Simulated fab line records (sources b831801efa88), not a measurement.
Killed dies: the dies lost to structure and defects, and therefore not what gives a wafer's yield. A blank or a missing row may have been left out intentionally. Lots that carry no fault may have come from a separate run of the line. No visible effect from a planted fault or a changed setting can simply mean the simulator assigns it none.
8D (eight disciplines) problem report, filled in by code    flow sky130    the parts of the form that need people (team, actions taken, sign-off) are left out

## 1. THE PROBLEM
Mean POLY_GATE_CVD_00_THK at SKY_POLY_GATE_THK_MEAS_01: 198.1 nm over 9 wafers in 3 lots; fault-free wafers: 179.7 nm, standard deviation 1.6. That puts it +12 standard deviations away from the usual mean.
First observed at day 16 04:41: wafer L418.1, on film-metro-01. Wafers with a number at this step in the record: 39, from 13 lots. The rule behind "out" and "out of limits": a value lying over 4 standard deviations away from the usual mean. All remaining wafers that have a number are taken as sound.

## 2. WHAT IT IS; WHAT IT IS NOT
question                     is                            is not
which readings at this step  POLY_GATE_CVD_00_THK          -
which lots                   L418, L419, L421              L414, L416, L417, L428, L430, L432, L433, L434, L435, L436
which wafers of those lots   all that have a number        -
read on which gauges         film-metro-01, film-metro-03  film-metro-02
when                         from day 16 04:41             up to then (9 sound wafers); but 21 sound wafers of L428, L430, L432, L433, L434, L435, L436 came after

## 3. WHAT RULES OUT EACH SUSPECT
Counting: any tool at a process step up to the reading is kept as a suspect provided that every lot that is out went through it and no sound lot did after the first of them.
- the gauge at SKY_POLY_GATE_THK_MEAS_01 has been ruled out. 2 gauges (film-metro-01, film-metro-03) read the wafers that are out.
- lpcvd-01 at SKY_POLY_GATE_CVD_00 (deposits poly-Si, target thk 180 nm, time 720 s): ruled out as a lasting fault. The sound lots L428, L430, L432, L433, L434, L435, L436 went through it after L418, its earliest lot that is out (day 16 03:29).
Left after counting: nothing in the record.

## 4. THE CAUSE (what the simulator had put in)
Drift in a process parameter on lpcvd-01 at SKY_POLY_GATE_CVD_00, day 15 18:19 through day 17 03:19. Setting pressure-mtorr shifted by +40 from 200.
Counting ruled it out, wrongly: the rule takes a fault to strike every lot that its tool runs from its start on, and this one did not.

## 5. SEQUENCE OF EFFECTS, ordered by route
Each row: a reading where the mean over the struck wafers with a number is more than 3 standard deviations away from the usual. Readings are gone through only where the record gives a usual standard deviation; hours: the median, over the lots, of the time from a lot's start at the first step in this table giving one to that lot's start at this step; sigmas: the change measured in usual standard deviations.
hours  step                       reading               usual        on struck wafers  change  sigmas
0      SKY_POLY_GATE_CVD_00       pressure-mtorr        200.0 mTorr  239.7             +39.7   +99 or more
1      SKY_POLY_GATE_THK_MEAS_01  POLY_GATE_CVD_00_THK  179.7 nm     198.1             +18.4   +12
Here are the process steps it includes:
- SKY_POLY_GATE_CVD_00: deposits poly-Si, target thk 180 nm, time 720 s.
Later measuring or inspecting steps at which every struck wafer that the step has a row for has a number for every such reading, and none has moved that far: SKY_SD_N_OVL_MEAS_08, SKY_SD_N_RS_MEAS_16, SKY_CONTACT_BOW_MEAS_05.

## 6. WHAT WOULD HAVE CAUGHT IT SOONER
The first out-of-limits reading at a measuring or inspecting step in this record came at day 16 04:41, 10 hours after the fault's start at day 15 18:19.
At SKY_POLY_GATE_CVD_00, the tool's own readings (pressure-mtorr) were out on each struck wafer the step has a row for, so an alarm limit on them would have fired on the first such wafer.
